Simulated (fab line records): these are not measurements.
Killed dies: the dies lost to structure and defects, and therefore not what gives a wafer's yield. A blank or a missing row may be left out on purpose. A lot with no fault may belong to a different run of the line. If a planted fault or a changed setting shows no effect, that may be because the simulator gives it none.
fab line records	flow sky130
record lots=14	wafers=42	last-day=50
route steps=708 shown POLY_GATE@235 LDD_N@244 LDD_P@265 SPACER@306 POLY_CUT@318
lots untouched by any fault: they come from a run of this same line in which no faults occurred
start-h: hours from the record's first day to the start of the lot's first wafer shown	wait-h: hours elapsed since this lot's preceding step	" same as the row above	L1.1+2: several wafers, shown together as one row	- value missing, or start not given	* or withheld: withheld	< > ~ a bound
route shown NAME@n: a module of which the file shows steps, and the number in the route of the first	usual: mean and standard deviation over wafers with no fault	same: alike in all rows	chamber/n: place in a boat	sites: per-site readings	_std_site: standard deviation of those values	_edge_site: mean of outer sites minus mean of inner sites	radius-mm: how far each site lies from the wafer's centre	mask NAME#n: copy n	behind: the last tool/chamber to shape the wafer	hold: reason for holding the lot/hours on hold/outcome of the hold	device: transistor that didn't switch, given as n, p or np	end of line: the same wafers' tests at the end of the route	for a step that has no rows: nothing shown but its recipe	killed: dies that structure and defects cost at the first sort, which is not the same as the wafer's yield	map: dies across one wafer; x = killed, . = not, _ = none there
set.NAME: the setting as run; set.NAME@STEP: as run at that earlier step	model.NAME: the simulator's own value behind a step, which no gauge read
the route's steps for a sample of lots (tables are steps, rows are wafers)
services: the hour from which a tool's chamber was out of use, counted from the record's first day as start-h (under 0 if before that day), plus the number of hours and why
## steps
# step SKY_POLY_GATE_THK_MEAS_21
# recipe reads=SiO2_of_POLY_GATE_OXIDATION_20
# usual POLY_GATE_OXIDATION_THK=3.98/0.1
lot.wafer	tool	chamber	start-h	wait-h	POLY_GATE_OXIDATION_THK[nm]
L460.1	film-metro-02	-	378.44	0.0	4.05
L460.3	"	-	"	"	4.01
L460.4	"	-	"	"	4.03
L461.1	film-metro-03	-	384.29	0.0	4.05
L461.2	"	-	"	"	4.01
L461.5	"	-	"	"	4.09
L462.2	film-metro-02	-	384.35	0.1	3.95
L462.3	"	-	"	"	3.93
L462.4	"	-	"	"	3.99
L463.1	film-metro-01	-	404.28	0.0	4.06
L463.3	"	-	"	"	4.07
L463.5	"	-	"	"	4.03
L465.1	film-metro-01	-	425.14	0.0	4.11
L465.4	"	-	"	"	4.07
L465.5	"	-	"	"	4.01
L466.3	film-metro-02	-	428.98	0.0	4.13
L466.4	"	-	"	"	4.08
L466.5	"	-	"	"	4.06
L467.1	film-metro-01	-	430.21	0.0	3.98
L467.2	"	-	"	"	4.08
L467.5	"	-	"	"	4.04
L469.3	film-metro-01	-	453.07	0.0	3.93
L469.5	"	-	"	"	3.85
L469.6	"	-	"	"	3.89
L472.3	film-metro-02	-	472.50	0.0	3.78
L472.4	"	-	"	"	3.85
L472.5	"	-	"	"	3.90
L473.1	film-metro-02	-	482.39	0.0	3.79
L473.2	"	-	"	"	3.85
L473.3	"	-	"	"	3.89
L477.1	film-metro-03	-	534.84	0.0	3.93
L477.2	"	-	"	"	3.93
L477.4	"	-	"	"	3.98
L478.2	film-metro-03	-	535.80	0.0	3.99
L478.3	"	-	"	"	4.19
L478.4	"	-	"	"	4.06
L480.4	film-metro-02	-	543.23	0.0	4.08
L480.5	"	-	"	"	4.13
L480.6	"	-	"	"	4.13
L483.3	film-metro-02	-	569.90	0.0	3.92
L483.4	"	-	"	"	4.03
L483.5	"	-	"	"	3.89
# step SKY_LDD_N_OVL_MEAS_07
# usual LDD_N_OVL=1.1/1.3
lot.wafer	tool	chamber	start-h	wait-h	LDD_N_OVL[nm]
L460.1	overlay-02	-	408.75	0.1	1.9
L460.3	"	-	"	"	0.8
L460.4	"	-	"	"	1.8
L461.1	overlay-02	-	414.20	0.1	0.1
L461.2	"	-	"	"	-1.5
L461.5	"	-	"	"	-0.2
L462.2	overlay-02	-	414.51	0.1	-0.5
L462.3	"	-	"	"	0.0
L462.4	"	-	"	"	-0.2
L463.1	overlay-01	-	434.68	0.1	2.0
L463.3	"	-	"	"	2.5
L463.5	"	-	"	"	3.9
L465.1	overlay-01	-	455.53	0.1	0.0
L465.4	"	-	"	"	1.8
L465.5	"	-	"	"	1.1
L466.3	overlay-01	-	459.71	0.1	0.6
L466.4	"	-	"	"	1.9
L466.5	"	-	"	"	1.1
L467.1	overlay-01	-	460.60	0.1	2.6
L467.2	"	-	"	"	0.0
L467.5	"	-	"	"	2.8
L469.3	overlay-02	-	482.99	0.1	3.2
L469.5	"	-	"	"	1.1
L469.6	"	-	"	"	2.9
L472.3	overlay-02	-	502.86	0.1	1.7
L472.4	"	-	"	"	0.8
L472.5	"	-	"	"	3.3
L473.1	overlay-01	-	513.25	0.1	0.9
L473.2	"	-	"	"	1.3
L473.3	"	-	"	"	0.8
L477.1	overlay-02	-	564.50	0.1	1.1
L477.2	"	-	"	"	1.8
L477.4	"	-	"	"	1.9
L478.2	overlay-02	-	565.73	0.1	0.9
L478.3	"	-	"	"	0.0
L478.4	"	-	"	"	0.6
L480.4	overlay-02	-	572.71	0.1	4.1
L480.5	"	-	"	"	0.8
L480.6	"	-	"	"	1.8
L483.3	overlay-02	-	599.14	0.1	1.0
L483.4	"	-	"	"	2.2
L483.5	"	-	"	"	1.3
# step SKY_LDD_P_STRIP_10
# recipe chemistry=O2/N2	power-w=1400	pressure-mtorr=1500	platen-temp-c=withheld	o2-flow-sccm=3000	n2-flow-sccm=300	overash-fraction=0.5
# usual drypump-motor-current-A=6.0/0.43	oes-product-au=0.715/0.0046	strip-time-to-endpoint-s=14.17/0.038
lot.wafer	tool	chamber	start-h	wait-h	drypump-motor-current-A	oes-product-au	rf-hours-counter-h	strip-time-to-endpoint-s
L460.1	plasma-asher-03	0	440.28	0.1	6.4	0.713	60	14.22
L460.3	"	0	"	"	6.5	0.720	-	14.24
L460.4	"	1	"	"	6.1	0.715	-	14.20
L461.1	plasma-asher-01	1	445.53	0.1	6.1	0.716	76	14.18
L461.2	"	0	"	"	5.1	0.713	76	14.14
L461.5	"	1	"	"	6.0	0.710	-	14.17
L462.2	plasma-asher-03	0	445.83	0.1	6.5	0.720	61	14.15
L462.3	"	0	"	"	6.4	0.708	-	14.15
L462.4	"	1	"	"	6.1	0.722	-	14.11
L463.1	plasma-asher-03	0	466.98	0.1	6.4	0.716	63	14.18
L463.3	"	0	"	"	6.4	0.710	-	14.19
L463.5	"	0	"	"	6.4	0.716	-	14.13
L465.1	plasma-asher-01	0	487.33	0.1	5.1	0.727	80	14.18
L465.4	"	0	"	"	5.1	0.715	-	14.11
L465.5	"	1	"	"	6.1	0.714	-	14.12
L466.3	plasma-asher-03	1	491.81	0.1	6.1	0.710	-	14.17
L466.4	"	0	"	"	6.5	0.719	-	14.16
L466.5	"	0	"	"	6.5	0.718	-	14.20
L467.1	plasma-asher-01	1	492.08	0.1	6.1	0.709	80	14.11
L467.2	"	0	"	"	5.1	0.712	80	14.17
L467.5	"	0	"	"	5.1	0.716	-	14.16
L469.3	plasma-asher-01	1	515.72	0.1	6.1	0.715	-	14.14
L469.5	"	1	"	"	6.0	0.714	-	14.19
L469.6	"	0	"	"	5.1	0.717	-	14.21
L472.3	plasma-asher-04	1	535.27	0.1	6.3	0.716	-	14.22
L472.4	"	0	"	"	5.9	0.711	-	14.23
L472.5	"	1	"	"	6.3	0.714	-	14.24
L473.1	plasma-asher-03	1	545.28	0.1	6.1	0.715	71	14.18
L473.2	"	0	"	"	6.5	0.715	71	14.15
L473.3	"	1	"	"	6.1	0.716	-	14.17
L477.1	plasma-asher-03	0	595.63	0.1	6.5	0.715	76	14.22
L477.2	"	1	"	"	6.1	0.717	76	14.16
L477.4	"	1	"	"	6.1	0.713	-	14.21
L478.2	plasma-asher-01	0	596.53	0.1	5.2	0.707	91	14.15
L478.3	"	0	"	"	5.1	0.720	-	14.13
L478.4	"	1	"	"	6.0	0.710	-	14.05
L480.4	plasma-asher-04	0	603.82	0.1	5.9	0.716	-	14.20
L480.5	"	0	"	"	5.9	0.717	-	14.19
L480.6	"	1	"	"	6.3	0.718	-	14.16
L483.3	plasma-asher-03	0	629.48	0.1	6.5	0.714	-	14.21
L483.4	"	1	"	"	6.1	0.718	-	14.19
L483.5	"	0	"	"	6.5	0.716	-	14.19
# step SKY_SPACER_ETCHBACK_02
# recipe chemistry=CH3F/O2	target=Si3N4	stop-on=SiO2	source-w=400	bias-w=80	pressure-mtorr=25	ch3f-flow-sccm=40	O2_flow_sccm=30	time-s=46.7	target-depth-a=450
# usual drypump-motor-current-A=5.6/0.37	oes-product-au=0.855/0.0068	throttle-valve-pct=10.563/0.0098
lot.wafer	tool	chamber	start-h	wait-h	drypump-motor-current-A	oes-product-au	rf-hours-counter-h	throttle-valve-pct
L460.1	rie-diel-03	2	534.69	0.1	5.8	0.845	9	10.581
L460.3	"	3	"	"	5.7	0.841	4	10.557
L460.4	"	0	"	"	5.8	0.840	4	10.569
L461.1	rie-diel-04	2	538.56	0.1	5.4	0.862	5	10.576
L461.2	"	3	"	"	5.3	0.859	77	10.582
L461.5	"	2	"	"	5.3	0.851	-	10.553
L462.2	rie-diel-02	1	539.76	0.0	6.4	0.848	5	10.566
L462.3	"	2	"	"	4.9	0.852	1	10.562
L462.4	"	3	"	"	5.7	0.853	6	10.558
L463.1	rie-diel-04	1	560.36	0.1	5.1	0.853	16	10.553
L463.3	"	3	"	"	5.3	0.855	77	10.560
L463.5	"	0	"	"	5.2	0.848	-	10.565
L465.1	rie-diel-02	1	579.40	0.1	6.4	0.849	6	10.563
L465.4	"	3	"	"	5.7	0.852	-	10.548
L465.5	"	0	"	"	5.5	0.861	-	10.562
L466.3	rie-diel-03	3	583.01	0.0	5.7	0.859	5	10.559
L466.4	"	0	"	"	5.8	0.860	-	10.559
L466.5	"	3	"	"	5.7	0.865	-	10.572
L467.1	rie-diel-04	0	584.22	0.1	5.2	0.857	41	10.554
L467.2	"	1	"	"	5.2	0.849	16	10.560
L467.5	"	1	"	"	5.1	0.863	-	10.552
L469.3	rie-diel-03	1	608.22	0.0	6.2	0.847	43	10.566
L469.5	"	0	"	"	5.8	0.845	-	10.550
L469.6	"	3	"	"	5.7	0.857	-	10.574
L472.3	rie-diel-03	2	625.21	0.0	5.8	0.859	10	10.548
L472.4	"	3	"	"	5.7	0.859	6	10.557
L472.5	"	3	"	"	5.7	0.855	-	10.564
L473.1	rie-diel-02	2	637.34	0.1	4.9	0.857	1	10.549
L473.2	"	3	"	"	5.7	0.856	8	10.548
L473.3	"	0	"	"	5.5	0.855	6	10.572
L477.1	rie-diel-04	2	684.46	0.1	5.4	0.845	9	10.559
L477.2	"	0	"	"	5.2	0.852	43	10.562
L477.4	"	3	"	"	5.2	0.848	2	10.568
L478.2	rie-diel-04	3	685.67	0.0	5.3	0.859	2	10.558
L478.3	"	2	"	"	5.4	0.848	9	10.560
L478.4	"	1	"	"	5.1	0.849	18	10.560
L480.4	rie-diel-04	0	691.04	0.0	5.2	0.854	44	10.561
L480.5	"	0	"	"	5.2	0.852	-	10.579
L480.6	"	1	"	"	5.1	0.852	-	10.580
L483.3	rie-diel-02	1	716.76	0.0	6.4	0.862	9	10.568
L483.4	"	2	"	"	4.9	0.858	3	10.579
L483.5	"	3	"	"	5.7	0.852	-	10.551
# step SKY_POLY_CUT_ETCH_11
# recipe target=Si3N4	chemistry=CF4/CH2F2/Ar	stop-on=poly-Si	source-w=600	bias-w=150	pressure-mtorr=40	cf4-flow-sccm=40	ch2f2-flow-sccm=20	Ar_flow_sccm=150	time-s=42.5	target-depth-a=600
# usual drypump-motor-current-A=5.53/0.3	oes-product-au=0.831/0.0062	throttle-valve-pct=14.993/0.0092
lot.wafer	tool	chamber	start-h	wait-h	drypump-motor-current-A	oes-product-au	rf-hours-counter-h	throttle-valve-pct
L460.1	rie-diel-04	3	565.04	0.0	5.29	0.829	77	14.989
L460.3	"	2	"	"	5.36	0.833	6	14.998
L460.4	"	1	"	"	5.17	0.823	16	14.991
L461.1	rie-diel-04	1	568.87	0.0	5.17	0.824	16	14.984
L461.2	"	0	"	"	5.23	0.827	41	14.997
L461.5	"	1	"	"	5.11	0.822	-	14.993
L462.2	rie-diel-03	0	570.08	0.0	5.82	0.827	5	14.995
L462.3	"	3	"	"	5.69	0.833	5	15.004
L462.4	"	1	"	"	6.14	0.833	43	14.988
L463.1	rie-diel-01	3	590.12	0.0	5.77	0.836	62	15.007
L463.3	"	0	"	"	5.65	0.841	56	15.001
L463.5	"	1	"	"	5.40	0.838	-	14.982
L465.1	rie-diel-01	2	608.94	0.0	5.99	0.825	5	15.000
L465.4	"	1	"	"	5.39	0.827	9	14.990
L465.5	"	0	"	"	5.65	0.829	-	14.989
L466.3	rie-diel-04	2	612.53	0.0	5.38	0.822	7	14.990
L466.4	"	0	"	"	5.24	0.832	42	14.993
L466.5	"	1	"	"	5.13	0.833	-	14.984
L467.1	rie-diel-04	1	613.98	0.0	5.18	0.828	17	14.991
L467.2	"	0	"	"	5.25	0.834	42	14.982
L467.5	"	2	"	"	5.36	0.837	-	14.996
L469.3	rie-diel-04	0	637.74	0.0	5.25	0.825	43	14.983
L469.5	"	1	"	"	5.13	0.824	-	14.996
L469.6	"	2	"	"	5.36	0.830	-	14.996
L472.3	rie-diel-03	1	653.99	0.0	6.19	0.829	44	14.993
L472.4	"	2	"	"	5.78	0.820	10	14.993
L472.5	"	1	"	"	6.21	0.823	-	14.978
L473.1	rie-diel-01	0	665.14	0.0	5.68	0.830	58	15.013
L473.2	"	2	"	"	5.93	0.826	7	14.996
L473.3	"	1	"	"	5.38	0.839	10	15.016
L477.1	rie-diel-04	0	711.52	0.0	5.23	0.832	44	15.015
L477.2	"	3	"	"	5.26	0.829	3	14.991
L477.4	"	1	"	"	5.12	0.833	19	14.999
L478.2	rie-diel-01	2	713.52	0.0	5.92	0.836	8	14.992
L478.3	"	0	"	"	5.62	0.836	0	15.005
L478.4	"	3	"	"	5.78	0.783	1	14.995
L480.4	rie-diel-04	1	718.64	0.0	5.12	0.820	19	14.997
L480.5	"	0	"	"	5.23	0.824	-	14.996
L480.6	"	1	"	"	5.11	0.776	-	14.975
L483.3	rie-diel-01	0	744.44	0.0	5.66	0.833	1	14.989
L483.4	"	1	"	"	5.39	0.834	13	14.984
L483.5	"	2	"	"	5.93	0.838	-	14.991
## services
tool	chamber	start-h	hours	kind
rie-diel-04	3	444.94	5.4	repair
plasma-asher-01	-	446.61	1.3	repair
rie-diel-04	-	485.64	0.5	repair
rie-diel-01	3	491.32	8.0	repair
plasma-asher-01	-	502.01	3.6	repair
rie-diel-03	2	506.93	5.1	repair
rie-diel-04	0	507.15	10.9	repair
rie-diel-01	-	507.68	0.7	repair
plasma-asher-01	-	516.94	0.4	repair
rie-diel-04	-	523.39	4.3	pm
rie-diel-01	-	536.30	14.6	pm
rie-diel-03	1	579.66	4.4	repair
rie-diel-01	2	594.45	5.5	repair
plasma-asher-01	-	621.47	2.8	pm
plasma-asher-03	-	653.01	2.8	pm
plasma-asher-01	-	660.06	4.3	repair
rie-diel-03	1	671.73	6.3	repair
rie-diel-01	-	679.00	2.7	repair
rie-diel-04	-	679.23	0.2	repair
rie-diel-03	-	681.75	2.8	pm
rie-diel-03	2	684.59	6.7	repair
rie-diel-01	2	698.04	8.8	repair
rie-diel-03	3	708.56	15.6	repair
rie-diel-01	0	718.96	5.4	repair
## key
first-sign step=SKY_POLY_CUT_ETCH_11	reading=oes-product-au	direction=down	sigmas=8.4	usual=0.831	struck=0.779
effect none on later readings
met-at SKY_SPACER_ETCHBACK_02
struck-lots L478,L480
struck-wafers L478.4,L480.6
sort-left-out L478.4,L480.6
tester-left-out L478,L480
not-acting-at SKY_POLY_GATE_THK_MEAS_21,SKY_LDD_N_OVL_MEAS_07,SKY_LDD_P_STRIP_10
onset-between 584.22 685.67
fault kind=process-parameter-drift	tool=rie-diel-04	chamber=1	onset-h=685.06	steps=SKY_SPACER_ETCHBACK_02	channel=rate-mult	offset=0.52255	shape=step	end-h=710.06
# tester-left-out: of these lots the tester's yield and bins aren't shown, on N5 and GAA mostly nor the transistor test; their killed dies are dies lost to structure and defects alone, not to doping, threshold or leakage, so they don't give the yield
# sort-left-out: the simulated sort isn't trusted on such a fault, so these wafers' sort isn't shown, and their yield isn't known
